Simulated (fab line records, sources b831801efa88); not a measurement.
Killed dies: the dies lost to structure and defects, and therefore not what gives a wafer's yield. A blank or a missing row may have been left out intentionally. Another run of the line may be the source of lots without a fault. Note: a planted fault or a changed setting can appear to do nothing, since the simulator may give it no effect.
Struck lot and sound lot, side by side -- flow sky130 -- 42 steps out of a route of 708
Sound: these wafers, L782.1, L782.4, L782.6. Struck: wafer L784.6. (L784.1, L784.4 of the same lot were not struck and are left out.) The cause comes at the end.
At each step with rows: each side's tool, then ch and its chambers, then its first start. Under that, the readings that differ: sound wafers -- struck wafers -- difference of the means -- sigmas: that difference in standard deviations of wafers without a fault.
alike: same words and numbers on both sides, and readings whose means sit less than 2 such deviations apart. not compared: any withheld reading, any reading some wafer has no value for, any bound like >300 that may hide the same value, and any number with overlapping values for which the record gives no deviation.
A row with sigmas, a row that says differs or no value, or rows on one side alone: a step with any of these is where the two part. Numbers that don't overlap but have no deviation are shown without sigmas and don't part them. A reading missing from all wafers of one side parts the sides only when that side holds two or more wafers.

first, 1 step without rows for these wafers: SKY_NWELL_IMPLANT_13.
SKY_NWELL_STRIP_14: strips in O2/N2.
  sound on plasma asher-02 ch 0,1, day 5 14:40; struck on plasma asher-03 ch 1, day 6 02:58
  alike: drypump motor current A, oes product au, strip time to endpoint s
  not compared: rf hours counter h
SKY_NWELL_TW_MEAS_15:
  struck on film metro-01, day 6 03:04; sound on film metro-02, day 5 14:46
reading,sound,struck,difference,sigmas
NWELL_TW,1842 1830 1827,1790,-43,-2
then, 7 steps without rows for these wafers: SKY_NWELL_DEHYDRATE_16 (time 60 s); SKY_NWELL_HMDS_17 (prime time 60 s); SKY_NWELL_COAT_18 (resist thk 3000 nm); SKY_NWELL_SOFTBAKE_19; SKY_NWELL_EXPOSE_20 (exposes mask NWM COMPLEMENT, target cd 840 nm); SKY_NWELL_PEB_21; SKY_NWELL_DEVELOP_22 (develop time 60 s).
SKY_NWELL_OVL_MEAS_23:
  struck on overlay-02, day 6 22:18; sound on overlay-01, day 6 09:39
  alike: NWELL_01_OVL
following that, these wafers have no rows for 1 step: SKY_NWELL_IMPLANT_24.
SKY_NWELL_STRIP_25: strips in O2/N2.
  sound on plasma asher-04 ch 0, day 6 09:50; struck on plasma asher-04 ch 1, day 6 22:29
  alike: drypump motor current A, oes product au, strip time to endpoint s
  not compared: rf hours counter h
SKY_NWELL_TW_MEAS_26:
  struck on film metro-01, day 6 22:35; sound on film metro-01, day 6 09:56
  alike: NWELL_2_TW
then, 1 step without rows for these wafers: SKY_NWELL_CLEAN_27 (cleans in SC1/SC2, time 150 s).
SKY_NWELL_RTA_28: time 30 s.
  sound on rtp anneal-02 ch 0, day 6 10:03; struck on rtp anneal-01 ch 0, day 6 22:42
  alike: chamber o2 ppm, lamp power pct, wafer_temp_C_max
SKY_NWELL_RS_MEAS_29: measures by four-point-probe.
  struck on film metro-04, day 6 22:54; sound on film metro-01, day 6 10:09
  alike: NWELL_RS
SKY_NWELL_RS_MEAS_31: measures by four-point-probe.
  struck on film metro-04, day 6 23:08; sound on film metro-01, day 6 10:23
  alike: PWDE_RS
then, 7 steps without rows for these wafers: SKY_VT_ADJUST_HVTP_DEHYDRATE_00 (time 60 s); SKY_VT_ADJUST_HVTP_HMDS_01 (prime time 60 s); SKY_VT_ADJUST_HVTP_COAT_02 (resist thk 1140 nm); SKY_VT_ADJUST_HVTP_SOFTBAKE_03 (time 60 s); SKY_VT_ADJUST_HVTP_EXPOSE_04 (exposes mask HVTPM, target cd 380 nm); SKY_VT_ADJUST_HVTP_PEB_05; SKY_VT_ADJUST_HVTP_DEVELOP_06 (develop time 60 s).
SKY_VT_ADJUST_HVTP_CD_MEAS_07 targets a cd of 380 nm.
  struck on cd sem-01, day 7 18:06; sound on cd sem-01, day 7 05:05
  alike: cd nm
SKY_VT_ADJUST_HVTP_OVL_MEAS_08:
  struck on overlay-01, day 7 18:13; sound on overlay-01, day 7 05:12
reading,sound,struck,difference,sigmas
VT_ADJUST_HVTP_OVL (nm),0.1 -0.4 1.7,-2.9,-3.4,-3
following that, these wafers have no rows for 1 step: SKY_VT_ADJUST_HVTP_IMPLANT_09.
SKY_VT_ADJUST_HVTP_STRIP_10: strips in O2/N2.
  sound on plasma asher-01 ch 0,1, day 7 05:26; struck on plasma asher-01 ch 0, day 7 18:25
  alike: drypump motor current A, oes product au, strip time to endpoint s
  not compared: rf hours counter h
SKY_VT_ADJUST_HVTP_TW_MEAS_11:
  struck on film metro-02, day 7 18:31; sound on film metro-02, day 7 05:32
  alike: VT_ADJUST_HVTP_TW
then, 7 steps without rows for these wafers: SKY_VT_ADJUST_LVTN_DEHYDRATE_00 (time 60 s); SKY_VT_ADJUST_LVTN_HMDS_01 (prime time 60 s); SKY_VT_ADJUST_LVTN_COAT_02 (resist thk 3000 nm); SKY_VT_ADJUST_LVTN_SOFTBAKE_03; SKY_VT_ADJUST_LVTN_EXPOSE_04 (exposes mask NWM COMPLEMENT LESS NATIVE, target cd 840 nm); SKY_VT_ADJUST_LVTN_PEB_05; SKY_VT_ADJUST_LVTN_DEVELOP_06 (develop time 60 s).
SKY_VT_ADJUST_LVTN_OVL_MEAS_07:
  struck on overlay-02, day 8 14:57; sound on overlay-02, day 8 00:59
  alike: VT_ADJUST_LVTN_OVL
following that, these wafers have no rows for 1 step: SKY_VT_ADJUST_LVTN_IMPLANT_08.
SKY_VT_ADJUST_LVTN_STRIP_09: strips in O2/N2.
  sound on plasma asher-01 ch 0,1, day 8 01:10; struck on plasma asher-03 ch 0, day 8 15:08
reading,sound,struck,difference,sigmas
strip time to endpoint s (s),36.77 36.77 36.89,36.99,+0.18,+2
  alike: drypump motor current A, oes product au
  not compared: rf hours counter h
SKY_VT_ADJUST_LVTN_TW_MEAS_10:
  struck on film metro-04, day 8 15:14; sound on film metro-01, day 8 01:16
  alike: VT_ADJUST_LVTN_TW
-- here the record skips 39 days between the struck wafers' starts before and after, leaving off in module VT_ADJUST_LVTN and picking up in module PAD_OPEN (first step shown: number 708 of the route) --
SKY_PAD_OPEN_PROBE_99:
  struck on prober-01, day 47 09:03; sound on prober-01, day 47 03:05
reading,sound,struck,difference,sigmas
hold,- - -,await dispo/3.2h/release,no value on the sound wafers,
killed_at_M0_to_M3,50 41 47,33,-13,-2
killed at contacts,22 32 16,12,-11,-2
killed at front end,15 22 19,49,+30,+7
killed on rim,18 21 16,27,+9,+2
killed short,37 47 43,28,-14,-2
  alike: killed_at_M4_up, killed at other, killed dies, killed open

WHERE THEY PART
First at SKY_NWELL_TW_MEAS_15; last, within this record, at SKY_PAD_OPEN_PROBE_99.

WHY: what had been put in by the simulator
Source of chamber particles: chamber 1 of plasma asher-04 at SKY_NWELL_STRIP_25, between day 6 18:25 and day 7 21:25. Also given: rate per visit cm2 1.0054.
